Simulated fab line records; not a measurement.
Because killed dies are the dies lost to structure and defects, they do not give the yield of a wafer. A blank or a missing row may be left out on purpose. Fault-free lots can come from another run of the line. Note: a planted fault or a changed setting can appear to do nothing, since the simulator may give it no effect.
Matching of chambers || flow gf180mcu || GF_CONTACT_ETCH_16 on rie-diel-01: 4 sister chambers
The step etches BARC in N2/H2. 7 wafers are shown with their chamber, then 7 later ones without.

## EACH WAFER AND ITS CHAMBER
{"wafer": "L580.1", "chamber": 1, "drypump-motor-current-A (A)": 6.3, "throttle-valve-pct (%)": 13.221}
{"wafer": "L580.4", "chamber": 2, "drypump-motor-current-A (A)": 6.6, "throttle-valve-pct (%)": 13.242}
{"wafer": "L580.6", "chamber": 3, "drypump-motor-current-A (A)": 5.0, "throttle-valve-pct (%)": 13.217}
{"wafer": "L581.4", "chamber": 2, "drypump-motor-current-A (A)": 6.6, "throttle-valve-pct (%)": 13.238}
{"wafer": "L581.5", "chamber": 0, "drypump-motor-current-A (A)": 6.0, "throttle-valve-pct (%)": 13.225}
{"wafer": "L583.1", "chamber": 0, "drypump-motor-current-A (A)": 5.9, "throttle-valve-pct (%)": 13.232}
{"wafer": "L583.2", "chamber": 1, "drypump-motor-current-A (A)": 6.3, "throttle-valve-pct (%)": 13.209}

## WAFERS WITHOUT THEIR CHAMBER
{"wafer": "L583.6", "drypump-motor-current-A (A)": 6.5, "throttle-valve-pct (%)": 13.205}
{"wafer": "L587.1", "drypump-motor-current-A (A)": 5.9, "throttle-valve-pct (%)": 13.231}
{"wafer": "L587.2", "drypump-motor-current-A (A)": 6.6, "throttle-valve-pct (%)": 13.215}
{"wafer": "L587.5", "drypump-motor-current-A (A)": 5.0, "throttle-valve-pct (%)": 13.218}
{"wafer": "L591.2", "drypump-motor-current-A (A)": 6.4, "throttle-valve-pct (%)": 13.229}
{"wafer": "L591.3", "drypump-motor-current-A (A)": 5.9, "throttle-valve-pct (%)": 13.235}
{"wafer": "L591.4", "drypump-motor-current-A (A)": 6.5, "throttle-valve-pct (%)": 13.231}

## THE CHAMBER EACH PASSED THROUGH
{"wafer": "L583.6", "from the rows above": "can't be placed: 1 or 2", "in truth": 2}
{"wafer": "L587.1", "from the rows above": 0, "in truth": 0}
{"wafer": "L587.2", "from the rows above": 2, "in truth": 2}
{"wafer": "L587.5", "from the rows above": 3, "in truth": 3}
{"wafer": "L591.2", "from the rows above": "can't be placed: 1 or 2", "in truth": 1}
{"wafer": "L591.3", "from the rows above": 0, "in truth": 0}
{"wafer": "L591.4", "from the rows above": 2, "in truth": 2}
Placed correctly: 5 of 7. These rows do not allow placing 2 (true chamber among the candidates in 2). 0 placed wrongly.
How it was worked out, from the rows above alone: a wafer's distance from a chamber is the root of the sum, over the readings, of the square of ((its reading less the chamber's mean) divided by the reading's scatter). The wafer belongs to the nearest chamber; if the next one is less than 2 further off, it can't be placed. For every chamber, the mean is computed from those of its wafers that are shown. The scatter: the root of (the sum of the squares of (reading less its chamber's mean) over the shown wafers, divided by (wafers less chambers)).
